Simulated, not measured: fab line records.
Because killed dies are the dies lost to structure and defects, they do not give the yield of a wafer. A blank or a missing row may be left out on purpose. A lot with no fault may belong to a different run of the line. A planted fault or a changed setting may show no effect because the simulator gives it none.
Check for tools in common -- flow sky130 -- 39 wafers sampled across 13 lots

## WHY IT WAS OPENED
Of 13 lots, 2 have the reading VT_ADJUST_PCH_TW flagged at SKY_VT_ADJUST_PCH_TW_MEAS_10. Wafers without a fault read 143.5, standard deviation 0.9.
Rule: a lot is flagged when every wafer of it that has a number lies more than 4 standard deviations from that mean, or none has a number. The rest of the lots are taken to be sound.

lot,measured,on,"VT_ADJUST_PCH_TW, wafer by wafer",flag
L772,day 10 18:49,film_metro-01,144.7 144.7 143.7,
L773,day 11 05:37,film_metro-02,142.5 142.4 142.0,
L776,day 12 02:27,film_metro-02,143.7 143.6 142.8,
L777,day 12 11:48,film_metro-03,142.4 142.7 142.1,
L778,day 12 23:09,film_metro-01,145.4 144.3 144.0,
L779,day 13 04:34,film_metro-01,143.6 143.2 143.3,
L780,day 13 07:33,film_metro-01,143.3 143.3 143.4,
L782,day 14 06:11,film_metro-01,143.4 143.3 142.7,
L783,day 14 13:35,film_metro-01,143.4 143.1 143.7,
L791,day 16 23:43,film_metro-01,113.1 111.7 112.3,FLAGGED
L792,day 17 06:47,film_metro-03,110.1 109.6 110.0,FLAGGED
L793,day 17 14:08,film_metro-02,142.7 143.6 143.7,
L794,day 17 17:31,film_metro-02,143.2 142.6 143.4,
On average the flagged lots' numbers are 111.1, which is -32.4 against the usual, or -36 standard deviations.

## EACH LOT AND THE TOOL IT RAN ON
The record holds 1 process step before the reading, out of a route of 708 steps. Cell contents, in order: the tool; ch with the chambers the sampled wafers went through; the start.
lot,flag,SKY_VT_ADJUST_PCH_IMPLANT_08
L772,,"implanter-01 ch 0, day 10 18:37"
L773,,"implanter-02 ch 0, day 11 05:22"
L776,,"implanter-01 ch 0, day 12 02:12"
L777,,"implanter-01 ch 0, day 12 11:33"
L778,,"implanter-01 ch 0, day 12 22:54"
L779,,"implanter-01 ch 0, day 13 04:20"
L780,,"implanter-02 ch 0, day 13 07:18"
L782,,"implanter-04 ch 0, day 14 05:56"
L783,,"implanter-04 ch 0, day 14 13:20"
L791,FLAGGED,"implanter-01 ch 0, day 16 23:30"
L792,FLAGGED,"implanter-01 ch 0, day 17 06:32"
L793,,"implanter-02 ch 0, day 17 13:53"
L794,,"implanter-04 ch 0, day 17 17:16"
What is done by these steps:
- SKY_VT_ADJUST_PCH_IMPLANT_08
- SKY_VT_ADJUST_PCH_TW_MEAS_10

## FLAGGED OVER TOTAL, TOOL BY TOOL (the gauges that took the reading come last)
step,tool,lots run,flagged,share of the flagged lots,sound lots run after its first flagged lot
SKY_VT_ADJUST_PCH_IMPLANT_08,implanter-01,7,2,all,0
SKY_VT_ADJUST_PCH_IMPLANT_08,implanter-02,3,0,none,-
SKY_VT_ADJUST_PCH_IMPLANT_08,implanter-04,3,0,none,-
SKY_VT_ADJUST_PCH_TW_MEAS_10,film_metro-01,7,1,some,0
SKY_VT_ADJUST_PCH_TW_MEAS_10,film_metro-02,4,0,none,-
SKY_VT_ADJUST_PCH_TW_MEAS_10,film_metro-03,2,1,some,0

## WHAT THE TABLE PERMITS
All flagged lots share 1 row of the table, namely implanter-01 at SKY_VT_ADJUST_PCH_IMPLANT_08.
- implanter-01 at SKY_VT_ADJUST_PCH_IMPLANT_08: 2 of its 7 lots flagged. It ran its last sound lot, L779, at day 13 04:20 and its first flagged lot, L791, at day 16 23:30: a fault with its onset between the two fits. Its own readings (dose_ions_cm2, faraday_current_uA) fall more than 4 standard deviations out on all wafers of the flagged lots.
What remains is a single tool, implanter-01 at SKY_VT_ADJUST_PCH_IMPLANT_08.

## WHAT HAD BEEN PUT IN BY THE SIMULATOR
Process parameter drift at SKY_VT_ADJUST_PCH_IMPLANT_08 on implanter-01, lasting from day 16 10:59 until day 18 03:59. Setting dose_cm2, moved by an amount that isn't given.
Shown lots that were struck: L791, L792. The rule given above showed the same thing.
